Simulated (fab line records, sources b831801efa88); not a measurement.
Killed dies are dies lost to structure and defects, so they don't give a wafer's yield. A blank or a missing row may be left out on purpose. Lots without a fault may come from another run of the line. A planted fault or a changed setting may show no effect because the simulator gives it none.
fab line records | flow sfq_line | part 1 of 2: steps 1 to 27 of 38
record lots=5 wafers=15 last_day=87
route steps=325 shown I6@269 M7@281 I7@296
lots that met no fault: from a run of the same line without faults
start_h: hours from the record's first day to the start of the lot's first wafer shown | wait_h: hours since the lot's step before | " the same as in the row above | L1.1+2: a row that stands for several wafers | - no value, or no start given | * or withheld: withheld | < > ~ a bound
route shown NAME@n: a module of which the file shows steps, and the number in the route of the first | usual: mean/standard deviation of fault-free wafers | same: alike in all rows | chamber/n: place in a boat | sites: the reading at each site | _std_site: their standard deviation | _edge_site: outer sites' mean less inner sites' | radius_mm: how far each site lies from the wafer's centre | mask NAME#n: copy n | behind: the tool/chamber that last shaped the wafer | hold: why the lot was held/for how many hours/how that ended | device: the transistor (n, p or np) that didn't switch | end of line: the same wafers' tests at the end of the route | a step without rows: its recipe alone | killed: dies lost to structure and defects at the first sort, not the wafer's yield | map: a wafer's dies, x killed, . not, _ none there
set.NAME: the setting as run; set.NAME@STEP: as run at that earlier step | model.NAME: the simulator's own value behind a step, which no gauge read
lots at some steps of the route; a table a step, a row a wafer
services: from which hour (start_h, from the record's first day; less than 0 if before it) a tool's chamber was out of use, for how many hours, and why
## steps
# step SFQ_TRILAYER_I6_METRO_MEASURE_167
# usual thk_nm=200.7/1
# columns lot.wafer tool chamber start_h wait_h thk_nm
L087.1 film_metro-02 - 1928.26 0.1 201.8
L087.2 " - " " 199.7
L087.5 " - " " 200.1
L088.2 film_metro-04 - 1931.86 0.3 202.4
L088.3 " - " " 202.0
L088.4 " - " " 203.1
L091.2 film_metro-04 - 1949.86 0.3 200.1
L091.5 " - " " 200.4
L091.6 " - " " 200.3
L095.2 film_metro-01 - 1966.24 0.3 200.2
L095.4 " - " " 200.8
L095.6 " - " " 201.2
L097.1 film_metro-01 - 1975.04 0.1 201.3
L097.3 " - " " 199.2
L097.4 " - " " 200.9
# step SFQ_TRILAYER_I6_VIA_LITHO_COAT_174
# recipe resist=BARC spin_rpm=3000 resist_thk_nm=62
# columns lot.wafer tool chamber start_h wait_h
L087.1+2+5 litho_track-02 0 1929.46 1.0
L088.2+3+4 litho_track-04 0 1932.91 0.8
L091.2+5+6 litho_track-04 0 1950.91 0.8
L095.2+4+6 litho_track-02 0 1967.29 0.8
L097.1+3+4 litho_track-01 0 1976.24 1.0
# step SFQ_TRILAYER_I6_VIA_LITHO_COAT_169
# recipe resist=KrF spin_rpm=3000 resist_thk_nm=650
# columns lot.wafer tool chamber start_h wait_h
L087.1+2+5 litho_track-02 0 1929.76 0.2
L088.2+3+4 litho_track-04 0 1933.21 0.2
L091.2+5+6 litho_track-04 0 1951.21 0.2
L095.2+4+6 litho_track-02 0 1967.59 0.2
L097.1+3+4 litho_track-01 0 1976.54 0.2
# step SFQ_TRILAYER_I6_VIA_LITHO_SOFTBAKE_173
# recipe temp_c=withheld time_s=withheld resist=KrF
# columns lot.wafer tool chamber start_h wait_h
L087.1+2+5 litho_track-02 0 1930.06 0.2
L088.2+3+4 litho_track-04 0 1933.48 0.2
L091.2+5+6 litho_track-04 0 1951.48 0.2
L095.2+4+6 litho_track-02 0 1967.87 0.2
L097.1+3+4 litho_track-01 0 1976.84 0.2
# step SFQ_TRILAYER_I6_VIA_LITHO_EXPOSE_170
# recipe mask_id=I6 na=0.6 source_shape=conventional sigma_outer=0.65 target_cd_nm=700 dose_mj=21.3
# usual reticle_temp_C=23.02/0.11
# columns lot.wafer tool chamber start_h wait_h mask reticle_temp_C
L087.1 krf_scanner-02 0 1931.55 - I6#0 22.98
L087.2 " 0 " " I6#0 23.17
L087.5 " 0 " " I6#0 23.00
L088.2 krf_scanner-02 0 1935.35 - I6#0 22.98
L088.3 " 0 " " I6#0 22.96
L088.4 " 0 " " I6#0 23.18
L091.2 krf_scanner-01 0 1951.93 - I6#0 22.99
L091.5 " 0 " " I6#0 22.86
L091.6 " 0 " " I6#0 22.84
L095.2 krf_scanner-01 0 1972.55 - I6#0 23.05
L095.4 " 0 " " I6#0 23.03
L095.6 " 0 " " I6#0 23.10
L097.1 krf_scanner-01 0 1980.75 - I6#0 22.91
L097.3 " 0 " " I6#0 22.86
L097.4 " 0 " " I6#0 23.14
# step SFQ_TRILAYER_I6_VIA_LITHO_PEB_172
# recipe peb_temp_c=115 peb_time_s=60 resist=KrF
# columns lot.wafer tool chamber start_h wait_h
L087.1+2+5 litho_track-02 0 1932.75 1.0
L088.2+3+4 litho_track-04 0 1936.37 0.8
L091.2+5+6 litho_track-04 0 1952.96 0.8
L095.2+4+6 litho_track-01 0 1973.57 0.8
L097.1+3+4 litho_track-04 0 1981.95 1.0
# step SFQ_TRILAYER_I6_VIA_LITHO_DEVELOP_171
# recipe time_s=60 resist=KrF
# same time_s=60
# columns lot.wafer tool chamber start_h wait_h
L087.1+2+5 litho_track-02 0 1932.90 0.1
L088.2+3+4 litho_track-04 0 1936.52 0.1
L091.2+5+6 litho_track-04 0 1953.11 0.1
L095.2+4+6 litho_track-01 0 1973.72 0.1
L097.1+3+4 litho_track-04 0 1982.10 0.1
# step SFQ_I6_OVL_MEAS_942
# usual I6_OVL=-2/6.2
# columns lot.wafer tool chamber start_h wait_h I6_OVL[nm]
L087.1 overlay-02 - 1933.05 0.1 -11
L087.2 " - " " -15
L087.5 " - " " -21
L088.2 overlay-02 - 1936.65 0.1 4
L088.3 " - " " 4
L088.4 " - " " 5
L091.2 overlay-02 - 1953.24 0.1 0
L091.5 " - " " -7
L091.6 " - " " -6
L095.2 overlay-01 - 1973.86 0.1 0
L095.4 " - " " 2
L095.6 " - " " 0
L097.1 overlay-01 - 1982.25 0.1 -8
L097.3 " - " " -3
L097.4 " - " " -8
# step SFQ_TRILAYER_I6_VIA_BARC_OPEN_VIA_ETCH_235
# recipe mask_material=PR chemistry=O2 target_depth_nm=125 target=BARC source_w=500 bias_w=80 pressure_mtorr=30 time_s=41.7
# usual bias_w=79.99/0.24 drypump_motor_current_A=5.8/0.49 oes_product_au=0.686/0.0046
# same time_s=41.7
# columns lot.wafer tool chamber start_h wait_h bias_w drypump_motor_current_A oes_product_au rf_hours_counter_h
L087.1 rie_diel-02 3 1933.08 0.0 80.25 5.5 0.685 2
L087.2 " 1 " " 79.88 4.9 0.687 20
L087.5 " 3 " " 80.13 5.5 0.695 -
L088.2 rie_diel-04 2 1936.68 0.0 79.71 5.6 0.682 1
L088.3 " 0 " " 79.57 5.3 0.685 5
L088.4 " 3 " " 79.97 5.4 0.692 5
L091.2 rie_diel-02 0 1953.27 0.0 80.22 5.6 0.689 18
L091.5 " 3 " " 79.76 5.5 0.685 -
L091.6 " 0 " " 79.68 5.6 0.691 -
L095.2 rie_diel-03 2 1973.89 0.0 80.27 6.7 0.683 9
L095.4 " 3 " " 80.02 6.3 0.690 4
L095.6 " 1 " " 80.07 5.2 0.686 -
L097.1 rie_diel-03 1 1982.29 0.0 80.64 5.2 0.677 9
L097.3 " 3 " " 79.89 6.3 0.685 4
L097.4 " 0 " " 79.89 6.1 0.682 10
# step SFQ_TRILAYER_I6_VIA_ETCH_VIA_ETCH_172
# recipe target=SiO2 stop_on=Nb mask_material=PR taper_deg=20 chemistry=CHF3 target_depth_nm=260 source_w=500 bias_w=80 pressure_mtorr=30 time_s=withheld
# usual bias_w=79.94/0.25 drypump_motor_current_A=5.8/0.49 oes_product_au=0.856/0.0061
# columns lot.wafer tool chamber start_h wait_h bias_w drypump_motor_current_A oes_product_au
L087.1 rie_diel-02 3 1933.12 0.0 79.61 5.6 0.857
L087.2 " 1 " " 79.97 4.9 0.860
L087.5 " 3 " " 80.22 5.6 0.852
L088.2 rie_diel-04 2 1936.72 0.0 80.12 5.6 0.859
L088.3 " 0 " " 80.05 5.3 0.859
L088.4 " 3 " " 80.55 5.4 0.858
L091.2 rie_diel-02 0 1953.31 0.0 79.63 5.6 0.849
L091.5 " 3 " " 79.89 5.5 0.855
L091.6 " 0 " " 80.02 5.6 0.849
L095.2 rie_diel-03 2 1973.92 0.0 80.62 6.7 0.856
L095.4 " 3 " " 80.49 6.3 0.859
L095.6 " 1 " " 80.12 5.2 0.854
L097.1 rie_diel-03 1 1982.32 0.0 79.86 5.2 0.862
L097.3 " 3 " " 79.51 6.3 0.848
L097.4 " 0 " " 79.63 6.0 0.853
# step SFQ_TRILAYER_I6_VIA_STRIP_STRIP_173
# recipe gas=O2 power_w=200 platen_temp_c=40 overash_fraction=0.65 chemistry=O2 pressure_mtorr=50
# usual drypump_motor_current_A=5.89/0.23 oes_product_au=0.996/0.016
# columns lot.wafer tool chamber start_h wait_h drypump_motor_current_A oes_product_au rf_hours_counter_h
L087.1 rie_metal-02 1 1933.24 - 5.76 0.979 65
L087.2 " 0 " " 5.66 1.002 1
L087.5 " 0 " " 5.63 1.004 -
L088.2 rie_metal-02 0 1936.84 - 5.59 1.008 2
L088.3 " 1 " " 5.77 0.984 -
L088.4 " 0 " " 5.63 1.000 -
L091.2 rie_metal-02 0 1953.42 - 5.63 1.010 4
L091.5 " 1 " " 5.74 0.989 -
L091.6 " 0 " " 5.66 1.005 -
L095.2 rie_metal-02 0 1974.04 - 5.64 0.999 8
L095.4 " 0 " " 5.64 0.990 -
L095.6 " 0 " " 5.64 1.006 -
L097.1 rie_metal-03 0 1982.44 - 5.93 0.978 93
L097.3 " 0 " " 5.93 0.990 -
L097.4 " 0 " " 5.96 0.984 -
# step SFQ_TRILAYER_I6_VIA_STRIP_SOLV_CLEAN_174
# recipe chemistry=NMP temp_c=70 time_s=600
# usual bath_guard_temp_C=70.0/0.46
# same time_s=600
# columns lot.wafer tool chamber start_h wait_h bath_guard_temp_C
L087.1 wet_bench-03 3 1933.84 0.4 70.3
L087.2 " 1 " " 70.1
L087.5 " 2 " " 69.7
L088.2 wet_bench-04 0 1937.44 0.4 69.6
L088.3 " 5 " " 69.6
L088.4 " 2 " " 69.7
L091.2 wet_bench-03 0 1954.02 0.4 70.6
L091.5 " 5 " " 70.3
L091.6 " 3 " " 70.6
L095.2 wet_bench-04 1 1974.64 0.4 70.7
L095.4 " 7 " " 70.5
L095.6 " 3 " " 70.1
L097.1 wet_bench-04 4 1983.64 1.0 70.0
L097.3 " 0 " " 69.4
L097.4 " 6 " " 69.1
# step SFQ_TRILAYER_M7_DEP_PRE_CLEAN_176
# recipe gas=Ar time_s=22.5 bias_v=250
# same time_s=22.5
# columns lot.wafer tool chamber start_h wait_h
L087.1+2+5 pvd_sputter-05 - 1934.01 0.0
L088.2+3+4 pvd_sputter-04 - 1937.61 0.0
L091.2+5+6 pvd_sputter-04 - 1954.20 0.0
L095.2+4+6 pvd_sputter-04 - 1974.81 0.0
L097.1+3+4 pvd_sputter-06 - 1983.81 0.0
# step SFQ_TRILAYER_M7_DEP_SPUTTER_175
# recipe material=Nb base_pressure_pa=1.33e-06 chamber_pressure_pa=0.1333 substrate_temp_c=20 target_thk_nm=200 power_w=2000 time_s=133.3
# usual throttle_valve_pct=30.2/1.4
# same time_s=133.3
# columns lot.wafer tool chamber start_h wait_h throttle_valve_pct
L087.1 pvd_sputter-05 - 1934.04 0.0 31.7
L087.2 " - " " 30.7
L087.5 " - " " 30.6
L088.2 pvd_sputter-04 - 1937.64 0.0 32.7
L088.3 " - " " 29.6
L088.4 " - " " 29.2
L091.2 pvd_sputter-04 - 1954.23 0.0 32.5
L091.5 " - " " 32.4
L091.6 " - " " 29.2
L095.2 pvd_sputter-04 - 1974.84 0.0 29.7
L095.4 " - " " 31.3
L095.6 " - " " 29.0
L097.1 pvd_sputter-06 - 1983.84 0.0 30.1
L097.3 " - " " 29.5
L097.4 " - " " 27.2
# step SFQ_M7_RS_MEAS_943
# recipe thk_meas_gauge=four-point-probe reads=Nb_of_TRILAYER_M7_DEP_SPUTTER_175
# usual M7_NB_RS=0.888/0.012
# columns lot.wafer tool chamber start_h wait_h M7_NB_RS[ohm/sq]
L087.1 film_metro-03 - 1934.13 0.0 0.884
L087.2 " - " " 0.886
L087.5 " - " " 0.881
L088.2 film_metro-03 - 1937.75 0.1 0.904
L088.3 " - " " 0.900
L088.4 " - " " 0.868
L091.2 film_metro-01 - 1954.34 0.1 0.889
L091.5 " - " " 0.898
L091.6 " - " " 0.864
L095.2 film_metro-03 - 1974.95 0.1 0.891
L095.4 " - " " 0.875
L095.6 " - " " 0.871
L097.1 film_metro-03 - 1983.93 0.0 0.911
L097.3 " - " " 0.909
L097.4 " - " " 0.905
# step SFQ_TRILAYER_M7_LITHO_COAT_182
# recipe resist=BARC spin_rpm=3000 resist_thk_nm=62
# columns lot.wafer tool chamber start_h wait_h
L087.1+2+5 litho_track-02 0 1934.31 0.1
L088.2+3+4 litho_track-01 0 1937.96 0.1
L091.2+5+6 litho_track-03 0 1954.55 0.1
L095.2+4+6 litho_track-03 0 1975.16 0.1
L097.1+3+4 litho_track-03 0 1984.11 0.1
# step SFQ_TRILAYER_M7_LITHO_COAT_177
# recipe resist=KrF spin_rpm=3000 resist_thk_nm=600
# columns lot.wafer tool chamber start_h wait_h
L087.1+2+5 litho_track-02 0 1934.61 0.2
L088.2+3+4 litho_track-01 0 1938.26 0.2
L091.2+5+6 litho_track-03 0 1954.85 0.2
L095.2+4+6 litho_track-03 0 1975.46 0.2
L097.1+3+4 litho_track-03 0 1984.41 0.2
# step SFQ_TRILAYER_M7_LITHO_SOFTBAKE_181
# recipe temp_c=withheld time_s=withheld resist=KrF
# columns lot.wafer tool chamber start_h wait_h
L087.1+2+5 litho_track-02 0 1934.91 0.2
L088.2+3+4 litho_track-01 0 1938.54 0.2
L091.2+5+6 litho_track-03 0 1955.12 0.2
L095.2+4+6 litho_track-03 0 1975.74 0.2
L097.1+3+4 litho_track-03 0 1984.71 0.2
# step SFQ_TRILAYER_M7_LITHO_EXPOSE_178
# recipe mask_id=M7 na=0.6 source_shape=conventional sigma_outer=0.65 target_cd_nm=500 dose_mj=14.4
# usual reticle_temp_C=22.99/0.11
# columns lot.wafer tool chamber start_h wait_h mask reticle_temp_C
L087.1 krf_scanner-02 0 1936.35 - M7#0 22.93
L087.2 " 0 " " M7#0 23.06
L087.5 " 0 " " M7#0 23.16
L088.2 krf_scanner-02 0 1940.15 - M7#0 22.93
L088.3 " 0 " " M7#0 22.96
L088.4 " 0 " " M7#0 22.95
L091.2 krf_scanner-01 0 1956.17 - M7#0 23.17
L091.5 " 0 " " M7#0 23.32
L091.6 " 0 " " M7#0 23.18
L095.2 krf_scanner-01 0 1979.75 - M7#0 23.04
L095.4 " 0 " " M7#0 23.09
L095.6 " 0 " " M7#0 23.18
L097.1 krf_scanner-01 0 1987.95 - M7#0 22.86
L097.3 " 0 " " M7#0 22.93
L097.4 " 0 " " M7#0 22.87
# step SFQ_TRILAYER_M7_LITHO_PEB_180
# recipe peb_temp_c=115 peb_time_s=60 resist=KrF
# columns lot.wafer tool chamber start_h wait_h
L087.1+2+5 litho_track-02 0 1937.55 1.0
L088.2+3+4 litho_track-01 0 1941.17 0.8
L091.2+5+6 litho_track-01 0 1957.20 0.8
L095.2+4+6 litho_track-03 0 1980.77 0.8
L097.1+3+4 litho_track-03 0 1989.15 1.0
# step SFQ_TRILAYER_M7_LITHO_DEVELOP_179
# recipe time_s=60 resist=KrF
# same time_s=60
# columns lot.wafer tool chamber start_h wait_h
L087.1+2+5 litho_track-02 0 1937.70 0.1
L088.2+3+4 litho_track-01 0 1941.32 0.1
L091.2+5+6 litho_track-01 0 1957.35 0.1
L095.2+4+6 litho_track-03 0 1980.92 0.1
L097.1+3+4 litho_track-03 0 1989.30 0.1
# step SFQ_M7_OVL_MEAS_945
# usual M7_OVL=1/6.4
# columns lot.wafer tool chamber start_h wait_h M7_OVL[nm]
L087.1 overlay-02 - 1937.85 0.1 11
L087.2 " - " " 0
L087.5 " - " " 6
L088.2 overlay-02 - 1941.45 0.1 -8
L088.3 " - " " 1
L088.4 " - " " -9
L091.2 overlay-02 - 1957.48 0.1 -6
L091.5 " - " " -3
L091.6 " - " " -3
L095.2 overlay-01 - 1981.06 0.1 -8
L095.4 " - " " -6
L095.6 " - " " -8
L097.1 overlay-01 - 1989.45 0.1 2
L097.3 " - " " 0
L097.4 " - " " 1
# step SFQ_TRILAYER_M7_BARC_OPEN_METAL_ETCH_229
# recipe mask_material=PR chemistry=O2 target_depth_nm=125 target=BARC icp_w=600 bias_w=80 pressure_mtorr=10 time_s=41.7
# usual bias_w=80.01/0.25 drypump_motor_current_A=5.8/0.37 oes_product_au=0.684/0.0046
# same time_s=41.7
# columns lot.wafer tool chamber start_h wait_h bias_w drypump_motor_current_A oes_product_au rf_hours_counter_h
L087.1 rie_metal-01 0 1937.88 0.0 79.76 6.1 0.675 81
L087.2 " 1 " " 79.85 6.3 0.689 121
L087.5 " 1 " " 79.60 6.3 0.678 -
L088.2 rie_metal-02 0 1941.48 0.0 79.60 5.7 0.688 3
L088.3 " 0 " " 79.95 5.7 0.678 -
L088.4 " 1 " " 79.82 5.7 0.680 -
L091.2 rie_metal-02 1 1957.51 0.0 79.76 5.7 0.684 69
L091.5 " 0 " " 79.96 5.6 0.689 -
L091.6 " 1 " " 79.82 5.7 0.678 -
L095.2 rie_metal-02 1 1981.09 0.0 79.96 5.7 0.681 73
L095.4 " 1 " " 80.45 5.7 0.685 -
L095.6 " 0 " " 80.57 5.6 0.684 -
L097.1 rie_metal-02 0 1989.49 0.0 80.15 5.6 0.685 11
L097.3 " 1 " " 79.93 5.8 0.687 -
L097.4 " 0 " " 79.89 5.6 0.684 -
# step SFQ_TRILAYER_M7_ETCH_METAL_ETCH_180
# recipe target=Nb stop_on=SiO2 mask_material=PR chemistry=Cl2/Ar target_depth_nm=240 icp_w=600 bias_w=80 pressure_mtorr=10 time_s=120
# usual bias_w=80.08/0.21 drypump_motor_current_A=5.8/0.37 oes_product_au=0.895/0.0081
# same time_s=120
# columns lot.wafer tool chamber start_h wait_h bias_w drypump_motor_current_A oes_product_au rf_hours_counter_h
L087.1 rie_metal-01 0 1937.94 0.0 80.16 6.1 0.892 81
L087.2 " 1 " " 80.00 6.3 0.899 122
L087.5 " 1 " " 80.10 6.3 0.906 -
L088.2 rie_metal-02 0 1941.54 0.0 80.18 5.7 0.884 3
L088.3 " 0 " " 79.93 5.6 0.883 -
L088.4 " 1 " " 80.03 5.7 0.905 -
L091.2 rie_metal-02 1 1957.57 0.0 80.43 5.8 0.902 69
L091.5 " 0 " " 80.41 5.6 0.888 -
L091.6 " 1 " " 79.93 5.8 0.908 -
L095.2 rie_metal-02 1 1981.14 0.0 80.16 5.7 0.898 73
L095.4 " 1 " " 79.83 5.7 0.903 -
L095.6 " 0 " " 80.22 5.6 0.908 -
L097.1 rie_metal-02 0 1989.54 0.0 80.49 5.6 0.879 11
L097.3 " 1 " " 80.44 5.7 0.879 -
L097.4 " 0 " " 80.20 5.7 0.882 -
# step SFQ_TRILAYER_M7_STRIP_STRIP_181
# recipe gas=O2 power_w=200 platen_temp_c=40 overash_fraction=0.65 chemistry=O2 pressure_mtorr=50
# usual drypump_motor_current_A=5.8/0.37 oes_product_au=1.002/0.016
# columns lot.wafer tool chamber start_h wait_h drypump_motor_current_A oes_product_au rf_hours_counter_h
L087.1 rie_metal-01 0 1938.07 0.1 6.1 1.031 81
L087.2 " 1 " " 6.3 1.003 122
L087.5 " 1 " " 6.3 1.017 -
L088.2 rie_metal-02 0 1941.67 0.1 5.6 1.008 3
L088.3 " 0 " " 5.6 0.999 -
L088.4 " 1 " " 5.7 0.983 -
L091.2 rie_metal-02 1 1957.69 0.1 5.7 0.983 69
L091.5 " 0 " " 5.7 1.006 -
L091.6 " 1 " " 5.8 0.987 -
L095.2 rie_metal-02 1 1981.27 0.1 5.7 0.985 73
L095.4 " 1 " " 5.8 0.984 -
L095.6 " 0 " " 5.6 1.012 -
L097.1 rie_metal-02 0 1989.67 0.1 5.6 1.000 12
L097.3 " 1 " " 5.7 0.982 -
L097.4 " 0 " " 5.6 0.995 -
# step SFQ_TRILAYER_M7_STRIP_SOLV_CLEAN_182
# recipe chemistry=NMP temp_c=70 time_s=600
# usual bath_guard_temp_C=70.1/0.52
# same time_s=600
# columns lot.wafer tool chamber start_h wait_h bath_guard_temp_C
L087.1 wet_bench-03 6 1938.67 0.4 70.0
L087.2 " 4 " " 70.6
L087.5 " 5 " " 70.5
L088.2 wet_bench-03 0 1942.27 0.4 70.3
L088.3 " 6 " " 70.3
L088.4 " 1 " " 70.0
L091.2 wet_bench-03 3 1958.29 0.4 70.6
L091.5 " 7 " " 69.7
L091.6 " 5 " " 70.4
L095.2 wet_bench-03 1 1981.87 0.4 69.9
L095.4 " 6 " " 69.8
L095.6 " 4 " " 70.8
L097.1 wet_bench-01 7 1990.27 0.4 69.1
L097.3 " 2 " " 70.4
L097.4 " 6 " " 69.8
# step SFQ_TRILAYER_I7_DEP_PECVD_183
# recipe material=SiO2 temp_c=150 time_s=111.11 pressure_torr=2.4 rf_w=183.3 precursor=SiH4/N2O target_thk_nm=500
# usual heater_power_w=97/17 showerhead_vpp_V=823/54 throttle_valve_pct=25.5/1.1
# same time_s=111.11
# columns lot.wafer tool chamber start_h wait_h heater_power_w showerhead_vpp_V throttle_valve_pct
L087.1 pecvd-02 1 1938.84 0.0 96 827 25.1
L087.2 " 0 " " 85 892 27.7
L087.5 " 0 " " 90 889 27.5
L088.2 pecvd-03 2 1942.44 0.0 113 771 25.8
L088.3 " 0 " " 84 772 24.2
L088.4 " 0 " " 90 757 24.5
L091.2 pecvd-02 2 1958.47 0.0 85 860 26.8
L091.5 " 2 " " 88 871 26.8
L091.6 " 1 " " 95 823 25.3
L095.2 pecvd-02 1 1982.22 0.0 89 822 24.9
L095.4 " 0 " " 86 882 27.5
L095.6 " 1 " " 94 837 25.3
L097.1 pecvd-03 2 1990.44 0.0 112 772 25.5
L097.3 " 1 " " 126 877 26.3
L097.4 " 1 " " 126 906 26.1
